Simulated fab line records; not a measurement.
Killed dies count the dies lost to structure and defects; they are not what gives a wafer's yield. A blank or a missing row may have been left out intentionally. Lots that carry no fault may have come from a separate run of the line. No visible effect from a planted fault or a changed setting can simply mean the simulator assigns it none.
Split-lot trial ; flow sfq line ; 5 lots, 23 wafers read, on a route of 325 steps

## THE SPLIT
At SFQ_TRILAYER_I7_VIA_LITHO_EXPOSE_188 (exposes mask I7, target cd 1000 nm), the setting dose mj was moved away from the recipe's 21.3 on 6 of the 23 wafers read, by -4.3% to +7.3%. This setting was run at the recipe's value on the other wafers.

## FROM THE SPLIT TO THE READING: what the file shows between them, 2 steps
- SFQ_TRILAYER_I7_VIA_LITHO_PEB_190: peb time 60 s
- SFQ_TRILAYER_I7_VIA_LITHO_DEVELOP_189: time 60 s

## THE READING
I7.cd nm (the simulator's own value, which no gauge read), in nm, at SFQ_TRILAYER_I7_VIA_BARC_OPEN_VIA_ETCH_260 (etches BARC in O2, target depth 125 nm, time 41.7 s). No usual value for it is given in the file. Here, 17 wafers ran the recipe; their average is 978.4 nm with a standard deviation of 0.91 nm.

wafer;tool, chamber at the split;dose mj as run;against the recipe;I7.cd nm, nm;against lot-mates on the recipe
L076.1;krf scanner-02, 0;21.3;recipe;977.5;-
L076.2;krf scanner-02, 0;21.3;recipe;979;-
L076.3;krf scanner-02, 0;21.3;recipe;977.8;-
L076.4;krf scanner-02, 0;22.57;+6.0%;986.7;+8.6
L076.6;krf scanner-02, 0;22.57;+6.0%;986.5;+8.4
L078.1;krf scanner-02, 0;21.3;recipe;977.1;-
L078.2;krf scanner-02, 0;21.3;recipe;978.1;-
L078.4;krf scanner-02, 0;21.3;recipe;978.2;-
L078.5;krf scanner-02, 0;21.3;recipe;977.2;-
L078.6;krf scanner-02, 0;21.3;recipe;978.5;-
L079.2;krf scanner-02, 0;20.39;-4.3%;971.7;-7.5
L079.3;krf scanner-02, 0;21.3;recipe;980.7;-
L079.4;krf scanner-02, 0;20.39;-4.3%;972.5;-6.7
L079.5;krf scanner-02, 0;21.3;recipe;977.9;-
L079.6;krf scanner-02, 0;21.3;recipe;978.9;-
L080.3;krf scanner-02, 0;21.3;recipe;978.4;-
L080.5;krf scanner-02, 0;21.3;recipe;979.9;-
L080.6;krf scanner-02, 0;21.3;recipe;978.2;-
L084.1;krf scanner-02, 0;21.3;recipe;979.4;-
L084.2;krf scanner-02, 0;22.85;+7.3%;991.9;+13.3
L084.3;krf scanner-02, 0;21.3;recipe;977.9;-
L084.5;krf scanner-02, 0;21.3;recipe;978.4;-
L084.6;krf scanner-02, 0;22.85;+7.3%;990.3;+11.7

FIT RESULTS
A straight line over all 23 wafers: I7.cd nm changes by +1.57 nm for each +1% of dose mj; r = +0.98; the points scatter about the line by 1 nm.
The same after taking each lot's own level away (the mean of its wafers on the recipe; 23 wafers): +1.62 nm for each +1%; r = +0.99; scatter 0.85 nm.
On that fit, the largest move of dose mj shifts the reading by 12 nm.
The lots' own levels span 977.82 to 979.17 nm, that is 1.5 times the standard deviation above.
Hence the lot-to-lot level has little effect on the slope; both slopes agree.
Check: with one of the wafers moved furthest among these (+7.3%) left out of the fit, the line predicts +11.2 nm for it against its lot-mates. It came out at +13.3 nm against them.

## ADDITIONAL SPLITS CARRIED BY THESE WAFERS
These wafers also went through other splits before the reading. Each is held against what the fit with the lots' levels taken away leaves over:
other split on the same wafers;wafers away from the commonest value;r with I7.cd nm (lot level and that fit taken away)
SFQ_TRILAYER_I7_DEP_PECVD_183 time s;5;+0.13

## FILE'S OWN FIT
I7.cd nm changes by +1.61 nm for each +1% of dose mj, r = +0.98.
